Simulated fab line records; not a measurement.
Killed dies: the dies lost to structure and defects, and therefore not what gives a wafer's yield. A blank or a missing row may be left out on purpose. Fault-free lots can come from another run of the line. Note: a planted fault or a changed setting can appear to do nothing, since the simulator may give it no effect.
Which of the tools did it? + flow sfq-line + Sampling: 14 lots, 42 wafers, 2 of 325 route steps

== WHAT THE GAUGES SHOWED, per wafer ==
SFQ_M2_RS_MEAS_914: measurement is done with a four-point probe.
| lot  | measured     | on            | M2_NB_RS (ohm/sq) |
|------|--------------|---------------|-------------------|
| L944 | day 24 10:35 | film-metro-01 | 0.883 0.876 0.891 |
| L947 | day 25 22:15 | film-metro-01 | 0.883 0.887 0.885 |
| L948 | day 26 06:41 | film-metro-03 | 0.889 0.880 0.882 |
| L949 | day 27 07:14 | film-metro-03 | 0.878 0.880 0.882 |
| L950 | day 27 16:11 | film-metro-04 | 0.908 0.903 0.908 |
| L952 | day 30 07:20 | film-metro-04 | 0.887 0.889 0.887 |
| L953 | day 30 08:32 | film-metro-01 | 0.887 0.891 0.878 |
| L954 | day 30 09:43 | film-metro-04 | 0.891 0.898 0.884 |
| L955 | day 30 13:26 | film-metro-03 | 0.879 0.872 0.882 |
| L956 | day 31 01:19 | film-metro-04 | 0.877 0.877 0.874 |
| L964 | day 33 22:54 | film-metro-04 | 0.889 0.898 0.878 |
| L965 | day 34 01:12 | film-metro-04 | 0.897 0.891 0.894 |
| L966 | day 34 14:43 | film-metro-03 | 0.884 0.886 0.895 |
| L967 | day 35 05:55 | film-metro-04 | 0.879 0.886 0.873 |

SFQ_I2_OVL_MEAS_918.
| lot  | measured     | on         | I2_OVL (nm) |
|------|--------------|------------|-------------|
| L944 | day 37 14:11 | overlay-02 | -2 0 -3     |
| L947 | day 39 03:31 | overlay-01 | 4 -1 10     |
| L948 | day 39 11:57 | overlay-02 | 0 4 3       |
| L949 | day 40 07:10 | overlay-02 | 0 2 3       |
| L950 | day 40 13:09 | overlay-02 | -6 -3 -7    |
| L952 | day 42 14:37 | overlay-02 | -4 -2 -7    |
| L953 | day 42 15:49 | overlay-02 | 5 0 8       |
| L954 | day 42 21:48 | overlay-02 | 12 7 11     |
| L955 | day 43 00:12 | overlay-02 | 4 5 -1      |
| L956 | day 43 11:00 | overlay-01 | 0 5 3       |
| L964 | day 46 13:44 | overlay-02 | 5 3 6       |
| L965 | day 46 17:20 | overlay-02 | 10 9 4      |
| L966 | day 46 22:08 | overlay-02 | 0 3 0       |
| L967 | day 47 07:44 | overlay-01 | -1 3 4      |

== TOOL THAT RAN EACH LOT (tool first, then ch and the chambers of the sampled wafers, then the start) ==
No process step before these readings appears in the record.

== WHAT THE TOOLS THEMSELVES READ (means of the sampled wafers that have a number; where no wafer has one, the mark that the record gives instead) ==
The record holds no such reading with a usual standard deviation.

== THE ANSWER, worked out from the rows above alone ==
Rule: the usual values come from the lots themselves. Put in order of their means at a reading, lots are off if they are a third of the lots or fewer, leave a main group of 4 or more, and stand apart from it by a gap of 3 or more times the standard deviation of the main group's means; of several such gaps the widest counts. A main group is skipped when, at the precision printed for the reading in the tables above, its means are all equal. A lot without any number at a reading at which 4 lots or more have one is off too. Any other lot the step has rows for is counted as sound. The gauges are gone through in route order, then the tools' own readings, and for those a lot's mean is taken as printed above. The first step at which some lot is off is used, and at that step the reading that is off furthest; a lot without a number counts as furthest.
No lot is off at any reading shown: from this, nothing can be told.

== WHAT WAS PUT IN BY THE SIMULATOR ==
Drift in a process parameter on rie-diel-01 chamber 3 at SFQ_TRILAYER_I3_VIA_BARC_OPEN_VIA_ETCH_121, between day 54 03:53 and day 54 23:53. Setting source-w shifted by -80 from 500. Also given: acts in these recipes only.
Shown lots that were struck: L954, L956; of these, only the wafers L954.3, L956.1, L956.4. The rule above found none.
